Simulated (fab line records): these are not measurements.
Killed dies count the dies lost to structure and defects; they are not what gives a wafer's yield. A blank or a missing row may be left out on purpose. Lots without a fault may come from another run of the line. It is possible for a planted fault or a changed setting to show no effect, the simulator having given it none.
What tool caused it? | flow sky130 | Sampling: 11 lots, 32 wafers, 5 of 708 route steps

== WHAT THE GAUGES SHOWED, per wafer ==
No reading from a measuring or inspecting step in the record can be judged against a usual standard deviation.

== WHAT TOOL EACH LOT RAN ON (gives the tool, then ch and the chambers of the sampled wafers, and finally the start) ==
lot  | SKY_VIA1_ETCH_15                   | SKY_VIA2_SPUTTER_20          | SKY_VIA2_CMP_24               | SKY_METAL4_ETCH_16                | SKY_PAD_OPEN_PROBE_99
L472 | rie diel-02 ch 1,2,3, day 33 14:18 | pvd sputter-02, day 35 22:28 | cmp-02 ch 1,2, day 35 22:53   | rie metal-02 ch 1, day 41 08:40   | prober-02, day 45 11:17
L473 | rie diel-04 ch 1,2, day 34 02:28   | pvd sputter-02, day 36 09:56 | cmp-01 ch 0,2,3, day 36 10:21 | rie metal-02 ch 0,1, day 41 17:20 | prober-02, day 45 17:07
L474 | rie diel-02 ch 0,1,3, day 35 05:39 | pvd sputter-02, day 37 12:31 | cmp-02 ch 1,2,3, day 37 12:59 | rie metal-01 ch 0,1, day 42 16:54 | prober-01, day 46 11:35
L477 | rie diel-01 ch 1,2,3, day 35 22:10 | pvd sputter-01, day 38 05:35 | cmp-01 ch 0,3, day 38 05:57   | rie metal-01 ch 0,1, day 43 12:21 | prober-02, day 47 08:11
L479 | rie diel-04 ch 0,3, day 36 12:04   | pvd sputter-02, day 38 19:46 | cmp-02 ch 0,1,3, day 38 20:11 | rie metal-01 ch 0,1, day 43 23:42 | prober-02, day 47 17:32
L481 | rie diel-01 ch 1,2, day 36 22:02   | pvd sputter-01, day 39 05:58 | cmp-01 ch 1,2, day 39 06:26   | rie metal-01 ch 0,1, day 44 09:59 | prober-02, day 48 02:01
L488 | rie diel-04 ch 2,3, day 38 07:55   | pvd sputter-02, day 40 12:46 | cmp-02 ch 0,2,3, day 40 13:08 | rie metal-03 ch 0,1, day 45 13:40 | prober-01, day 49 04:31
L489 | rie diel-01 ch 2,3, day 38 09:27   | pvd sputter-03, day 40 13:28 | cmp-02 ch 0,1,2, day 40 14:00 | rie metal-02 ch 0,1, day 45 14:48 | prober-02, day 49 03:41
L493 | rie diel-02 ch 0,2, day 40 07:45   | pvd sputter-02, day 42 12:17 | cmp-01 ch 1,2,3, day 42 12:42 | rie metal-01 ch 0,1, day 47 07:17 | prober-01, day 50 12:30
L494 | rie diel-04 ch 2,3, day 40 09:02   | pvd sputter-01, day 42 13:58 | cmp-01 ch 1,2, day 42 14:20   | rie metal-02 ch 0,1, day 47 08:19 | prober-02, day 50 14:03
L495 | rie diel-04 ch 1,2, day 40 10:31   | pvd sputter-03, day 42 14:49 | cmp-01 ch 1,2, day 42 15:15   | rie metal-01 ch 0,1, day 47 10:23 | prober-01, day 50 15:27
- SKY_VIA1_ETCH_15: etches SiO2 in C4F8/O2/Ar, stops on TiN, target depth 351 nm, time 54 s.
- SKY_VIA2_SPUTTER_20: material TiN, target thk 20 nm, time 80 s.
- SKY_VIA2_CMP_24: polishes, stops on SiO2, t overpolish 20 s, target thk 0 nm.
- SKY_METAL4_ETCH_16: etches BARC in N2/H2, stops on SiO2, time 88.2 s, target depth 60 nm.
- SKY_PAD_OPEN_PROBE_99

== WHAT THE TOOLS THEMSELVES READ (means of the sampled wafers that have a number; where no wafer has one, the mark that the record gives instead) ==
SKY_VIA1_ETCH_15. Usual: oes product au 0.980 a.u., standard deviation 0.0067; run length s 82.4 s, standard deviation 0.47.
lot  | tool        | oes product au (a.u.) | run length s (s) | flag
L472 | rie diel-02 | 0.977                 | 82.7             |
L473 | rie diel-04 | 0.982                 | 82.8             |
L474 | rie diel-02 | 0.977                 | 82.5             |
L477 | rie diel-01 | 0.977                 | 82.1             |
L479 | rie diel-04 | 0.983                 | 82.1             |
L481 | rie diel-01 | 0.981                 | 82.0             |
L488 | rie diel-04 | 0.986                 | 82.4             |
L489 | rie diel-01 | 0.977                 | 82.0             |
L493 | rie diel-02 | 0.979                 | 82.7             |
L494 | rie diel-04 | 0.978                 | 82.2             |
L495 | rie diel-04 | 0.976                 | 82.8             |

SKY_VIA2_SPUTTER_20. Usual: cathode dc power W 4000.1 W, standard deviation 0.79; throttle valve pct 30.0 %, standard deviation 1.
lot  | tool           | cathode dc power W (W) | throttle valve pct (%) | flag
L472 | pvd sputter-02 | 4000.5                 | 29.8                   |
L473 | pvd sputter-02 | 4000.4                 | 29.9                   |
L474 | pvd sputter-02 | 4000.9                 | 30.3                   |
L477 | pvd sputter-01 | 4000.2                 | 30.6                   |
L479 | pvd sputter-02 | 3999.6                 | 29.1                   |
L481 | pvd sputter-01 | 3999.3                 | 30.0                   |
L488 | pvd sputter-02 | 4000.3                 | 28.9                   |
L489 | pvd sputter-03 | 3999.5                 | 30.5                   |
L493 | pvd sputter-02 | 3999.9                 | 30.4                   |
L494 | pvd sputter-01 | 3999.9                 | 30.2                   |
L495 | pvd sputter-03 | 4000.3                 | 30.3                   |

SKY_VIA2_CMP_24. Usual: motor current A 10.8 A, standard deviation 1.3; overpolish run s 20.000 s, standard deviation 0.0091; time to endpoint s 102 s, standard deviation 5.5.
lot  | tool   | motor current A (A) | overpolish run s (s) | time to endpoint s (s) | flag
L472 | cmp-02 | 9.4                 | 19.996               | 102                    |
L473 | cmp-01 | 11.7                | 20.000               | 98                     |
L474 | cmp-02 | 10.1                | 20.001               | 101                    |
L477 | cmp-01 | 10.9                | 19.994               | 98                     |
L479 | cmp-02 | 9.4                 | 20.003               | 103                    |
L481 | cmp-01 | 11.8                | 20.004               | 98                     |
L488 | cmp-02 | 10.3                | 20.002               | 101                    |
L489 | cmp-02 | 9.8                 | 19.991               | 108                    |
L493 | cmp-01 | 11.0                | 19.996               | 100                    |
L494 | cmp-01 | 11.5                | 20.006               | 103                    |
L495 | cmp-01 | 11.4                | 19.993               | 100                    |

SKY_METAL4_ETCH_16. Usual: drypump motor current A 6.1 A, standard deviation 0.39; oes product au 0.625 a.u., standard deviation 0.0045; run length s 116.8 s, standard deviation 0.95; throttle valve pct 13.205 %, standard deviation 0.0091.
lot  | tool         | drypump motor current A (A) | oes product au (a.u.) | run length s (s) | throttle valve pct (%) | flag
L472 | rie metal-02 | 5.6                         | 0.621                 | 116.5            | 13.211                 |
L473 | rie metal-02 | 5.7                         | 0.622                 | 116.5            | 13.205                 |
L474 | rie metal-01 | 6.4                         | 0.623                 | 116.6            | 13.202                 |
L477 | rie metal-01 | 6.4                         | 0.619                 | 116.2            | 13.198                 |
L479 | rie metal-01 | 6.5                         | 0.698                 | 107.4            | 13.202                 | OFF
L481 | rie metal-01 | 6.3                         | 0.728                 | 103.1            | 13.226                 | OFF
L488 | rie metal-03 | 6.3                         | 0.628                 | 116.4            | 13.206                 |
L489 | rie metal-02 | 5.7                         | 0.627                 | 119.9            | 13.204                 | OFF
L493 | rie metal-01 | 6.4                         | 0.622                 | 116.4            | 13.208                 |
L494 | rie metal-02 | 5.7                         | 0.626                 | 116.8            | 13.197                 |
L495 | rie metal-01 | 6.2                         | 0.624                 | 116.3            | 13.205                 |

SKY_PAD_OPEN_PROBE_99. Usual: defect limited yield 82.2 %, standard deviation 1.8; killed_at_M0_to_M3 42, standard deviation 6.1; killed_at_M4_up 3.3, standard deviation 1.7; killed at contacts 25, standard deviation 5.4; killed at front end 16, standard deviation 4.6; killed at other 0.4, standard deviation 0.55; killed dies 87, standard deviation 8.8; killed open 47, standard deviation 7.1; killed short 40, standard deviation 5.8; sort_bin_3_pad_short 0.9 %, standard deviation 0.45; sort_bin_5_function 10.7 %, standard deviation 1.4; sort_bin_6_memory 6.2 %, standard deviation 1.2; sort_bin_8_speed 0.00 %, standard deviation 0.017; sort n pass 405, standard deviation 8.8; sort yield pct 82.2 %, standard deviation 1.8.
lot  | tool      | defect limited yield (%) | killed_at_M0_to_M3 | killed_at_M4_up | killed at contacts | killed at front end | killed at other | killed dies | killed open | killed short | sort_bin_3_pad_short (%) | sort_bin_5_function (%) | sort_bin_6_memory (%) | sort_bin_8_speed (%) | sort n pass | sort yield pct (%) | flag
L472 | prober-02 | 83.2                     | 39                 | 4.3             | 23                 | 16                  | 0.7             | 83          | 43          | 40           | 1.0                      | 10.3                    | 5.5                   | 0.00                 | 409         | 83.2               |
L473 | prober-02 | 80.1                     | 46                 | 5.7             | 29                 | 17                  | 0.3             | 98          | 51          | 47           | 1.7                      | 10.4                    | 7.8                   | 0.00                 | 394         | 80.1               |
L474 | prober-01 | 79.7                     | 50                 | 4.3             | 25                 | 21                  | 0.0             | 100         | 57          | 43           | 0.9                      | 11.8                    | 7.6                   | 0.00                 | 392         | 79.7               |
L477 | prober-02 | 82.1                     | 41                 | 3.0             | 28                 | 16                  | 0.3             | 88          | 46          | 42           | 0.7                      | 11.5                    | 5.7                   | 0.00                 | 404         | 82.1               |
L479 | prober-02 | 80.6                     | 44                 | 4.7             | 30                 | 16                  | 1.0             | 96          | 53          | 43           | 1.0                      | 12.1                    | 6.3                   | 0.00                 | 396         | 80.6               |
L481 | prober-02 | 81.5                     | 40                 | 3.5             | 28                 | 19                  | 0.5             | 91          | 52          | 38           | 0.5                      | 11.6                    | 6.4                   | 0.00                 | 401         | 81.5               |
L488 | prober-01 | 82.8                     | 41                 | 1.7             | 25                 | 16                  | 0.3             | 84          | 48          | 35           | 0.8                      | 10.4                    | 6.0                   | 0.00                 | 408         | 82.8               |
L489 | prober-02 | 82.5                     | 41                 | 2.7             | 30                 | 11                  | 0.3             | 86          | 42          | 44           | 1.2                      | 10.5                    | 5.8                   | 0.00                 | 406         | 82.5               |
L493 | prober-01 | 81.9                     | 43                 | 4.3             | 25                 | 17                  | 0.3             | 89          | 48          | 41           | 0.5                      | 11.3                    | 6.3                   | 0.00                 | 403         | 81.9               |
L494 | prober-02 | 82.3                     | 42                 | 3.0             | 23                 | 19                  | 0.7             | 87          | 44          | 43           | 1.0                      | 10.0                    | 6.6                   | 0.07                 | 405         | 82.2               | OFF
L495 | prober-01 | 84.8                     | 34                 | 2.7             | 23                 | 15                  | 0.3             | 75          | 39          | 36           | 0.3                      | 8.7                     | 6.2                   | 0.00                 | 417         | 84.8               |

== THE ANSWER, worked out from the rows above alone ==
Rule: a lot counts as off when the mean over its wafers that have a number is more than 3 standard deviations away from the usual mean. Also off: a lot with no number at a reading for which 4 or more lots have one. All remaining lots with rows at the step are treated as sound. Order of review: gauges by route order, followed by the tools' own readings, for which a lot's mean as printed above is used. The first step at which some lot is off is used, and at that step the reading that is off furthest; a lot without a number counts as furthest.
Off: L479, L481, at SKY_METAL4_ETCH_16 (oes product au).
If a tool, at that step or one of the process steps before it, ran each lot that is off and ran no sound lot following the first of them, it fits. Of those tried, none fits.

== WHAT WAS PUT IN BY THE SIMULATOR ==
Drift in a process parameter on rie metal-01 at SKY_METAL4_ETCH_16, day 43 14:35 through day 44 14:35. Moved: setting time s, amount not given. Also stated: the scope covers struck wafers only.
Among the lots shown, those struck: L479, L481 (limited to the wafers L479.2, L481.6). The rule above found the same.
